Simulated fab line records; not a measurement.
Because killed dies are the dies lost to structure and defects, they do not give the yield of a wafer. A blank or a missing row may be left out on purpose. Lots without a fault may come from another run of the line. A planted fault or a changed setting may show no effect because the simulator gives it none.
Comparing a struck lot with a sound one    flow sky130    35 steps out of a route of 708
Sound: these wafers, L320.1, L320.2, L320.5. Wafers L329.2, L329.4, L329.6 were the ones struck. Last of all comes the cause.
Order at every step that has rows: each side's tool, ch and its chambers, its first start. Under that, the readings that differ: sound wafers    struck wafers    difference of the means    sigmas: that difference in standard deviations of wafers without a fault.
alike: readings with means less than 2 such deviations apart, plus words and numbers identical on both sides. not compared: withheld readings, readings lacking a value on some wafer, bounds such as >300 that could conceal the same value, and numbers that have no deviation in the record and whose values overlap.
Wherever a step has rows on one side only, a row that says differs or no value, or a row with sigmas, the two part there. Non-overlapping numbers with no deviation appear without sigmas and do not part them. A reading missing from all wafers of one side parts the sides only when that side holds two or more wafers.

first, 10 steps without rows for these wafers: SKY_CONTACT_EXPOSE_11 (exposes mask CTM1, target cd 170 nm); SKY_CONTACT_PEB_12; SKY_CONTACT_DEVELOP_13 (develop time 60 s); SKY_CONTACT_ETCH_16 (etches BARC in N2/H2, stops on SiO2, time 45.9 s, target depth 60 nm); SKY_CONTACT_ETCH_17 (etches SiO2 in C4F8/O2/Ar, stops on Si3N4, target depth 340 nm); SKY_CONTACT_ETCH_18 (etches Si3N4 in CHF3/O2, stops on TiN, time 39 s, target depth 75 nm); SKY_CONTACT_STRIP_19 (strips in O2/N2); SKY_CONTACT_STRIP_20 (strips in post etch residue remover, time 1200 s); SKY_CONTACT_CLEAN_21 (cleans in IPA, time 180 s); SKY_CONTACT_CLEAN_22 (cleans in O3/DIW).
SKY_CONTACT_SPUTTER_23: material TiN, target thk 20 nm, time 80 s.
  sound: pvd sputter-04 at day 32 12:13; struck: pvd sputter-03 at day 35 05:16
  alike: throttle valve pct
then, 23 steps without rows for these wafers: SKY_CONTACT_CVD_24 (deposits W, target thk 340 nm, time 102.12 s); SKY_CONTACT_CMP_27 (polishes, stops on SiO2, t overpolish 15 s, target thk 0 nm); SKY_METAL1_SPUTTER_00 (material Ti, target thk 15 nm, time 10 s); SKY_METAL1_SPUTTER_01 (material TiN, target thk 20 nm, time 16.7 s); SKY_METAL1_SPUTTER_02 (material AlCu, target thk 250 nm, time 13.3 s); SKY_METAL1_SPUTTER_03 (material Ti, target thk 5 nm, time 3.3 s); SKY_METAL1_SPUTTER_04 (material TiN, target thk 70 nm, time 58.3 s); SKY_METAL1_DEHYDRATE_07 (time 60 s); SKY_METAL1_HMDS_08 (prime time 60 s); SKY_METAL1_COAT_09 (resist thk 60 nm); SKY_METAL1_COAT_10 (resist thk 450 nm); SKY_METAL1_SOFTBAKE_11 (time 90 s); SKY_METAL1_EXPOSE_12 (exposes mask MM1, target cd 140 nm); SKY_METAL1_PEB_13; SKY_METAL1_DEVELOP_14 (develop time 60 s); SKY_METAL1_DESCUM_17 (chemistry O2, time 8 s); SKY_METAL1_ETCH_18 (etches BARC in N2/H2, stops on SiO2, time 45.9 s, target depth 60 nm); SKY_METAL1_METAL_ETCH_19 (etches the open film in Cl2/BCl3, stops on SiO2, target depth 360 nm, time 78 s); SKY_METAL1_STRIP_20 (strips in O2/N2); SKY_METAL1_STRIP_21 (strips in post etch residue remover, time 1200 s); SKY_METAL1_CLEAN_22 (cleans in IPA, time 180 s); SKY_METAL1_CLEAN_23 (cleans in O3/DIW); SKY_VIA1_HDPCVD_00 (deposits SiO2, target thk 1030 nm, time 171.7 s).
-- the record jumps here: 13 days lie between the struck wafers' starts before and after (it left off in module VIA1 and takes up again in module PAD_OPEN, whose first step shown is number 708 of the route) --
SKY_PAD_OPEN_PROBE_99:
  rows exist in the record for the struck wafers here (prober-02, day 48 13:19), but not for the sound ones

== WHERE THEY PART ==
At SKY_PAD_OPEN_PROBE_99 and nowhere else, as far as this record goes.

WHY: what had been put in by the simulator
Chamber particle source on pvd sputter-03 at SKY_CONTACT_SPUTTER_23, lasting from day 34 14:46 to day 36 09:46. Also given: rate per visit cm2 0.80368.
